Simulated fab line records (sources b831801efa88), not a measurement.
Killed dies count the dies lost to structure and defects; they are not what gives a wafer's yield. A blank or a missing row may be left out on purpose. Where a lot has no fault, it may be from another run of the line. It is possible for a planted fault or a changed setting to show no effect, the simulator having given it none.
The same fault as seen by 2 desks -- flow sky130 -- only its own numbers are on each desk; what lay behind them is given at the end

== THE METROLOGY DESK ==
What the gauges read for every lot (on any tool): the sampled wafers with a number, averaged. Marked OUT: a lot whose mean sits more than 4 standard deviations from the usual mean, which makes it out of limits; the brackets give that distance.
Columns: A = CAP2M_OVL at SKY_CAP2M_OVL_MEAS_12, usual 1.3 nm; B = VIA4_HDPCVD_THK at SKY_VIA4_THK_MEAS_01, usual 1686 nm
lot,first seen here,A,B
L540,day 40 17:36,2.4,1695
L541,day 40 18:54,1.8,1665
L542,day 40 23:03,1.3,1703
L544,day 41 18:01,3.2,1692
L549,day 43 15:46,-0.9,1677
L553,day 44 20:36,2.0,1688
L554,day 44 20:55,3.3,1667
L555,day 45 07:39,0.7,1685
L556,day 45 13:52,1.5,1712
L559,day 46 02:15,2.4,1680
L561,day 46 05:06,-1.4,1703
L562,day 46 15:09,1.3,1688
L563,day 47 06:30,2.6,1685
This desk found nothing out of limits on any of the 13 lots.

== THE TOOL OWNER'S DESK: cmp-01 ==
The tool's own readings at SKY_LI_CONTACT_CMP_24 (polishes, stops on PSG, t overpolish 20 s, target thk 0 nm): means of the sampled wafers that have a number, for each lot that ran on this tool. Marked OUT: a lot whose mean sits more than 4 standard deviations from the usual mean, which makes it out of limits; the brackets give that distance.
Columns: A = motor current A at SKY_LI_CONTACT_CMP_24, usual 10.4 A; B = overpolish run s at SKY_LI_CONTACT_CMP_24, usual 19.999 s; C = platen rpm at SKY_LI_CONTACT_CMP_24, usual 60.00 rpm; D = time to endpoint s at SKY_LI_CONTACT_CMP_24, usual 96 s
lot,first seen here,A,B,C,D
L541,day 29 06:15,10.4,19.988,59.98,97
L542,day 29 12:59,10.8,20.004,60.00,94
L544,day 30 06:23,10.1,20.000,60.02,97
L549,day 32 13:26,10.8,20.006,59.98,95
L559,day 35 16:01,9.7,20.005,60.01,101
L563,day 37 01:13,9.9,20.004,60.01,98
This desk found nothing out of limits on any of the 6 lots.

== ALL TOGETHER ==
From the metrology desk's view, nothing was out of limits.
Nothing out of limits was seen by the tool owner's desk.

== WHAT THE SIMULATOR PUT IN ==
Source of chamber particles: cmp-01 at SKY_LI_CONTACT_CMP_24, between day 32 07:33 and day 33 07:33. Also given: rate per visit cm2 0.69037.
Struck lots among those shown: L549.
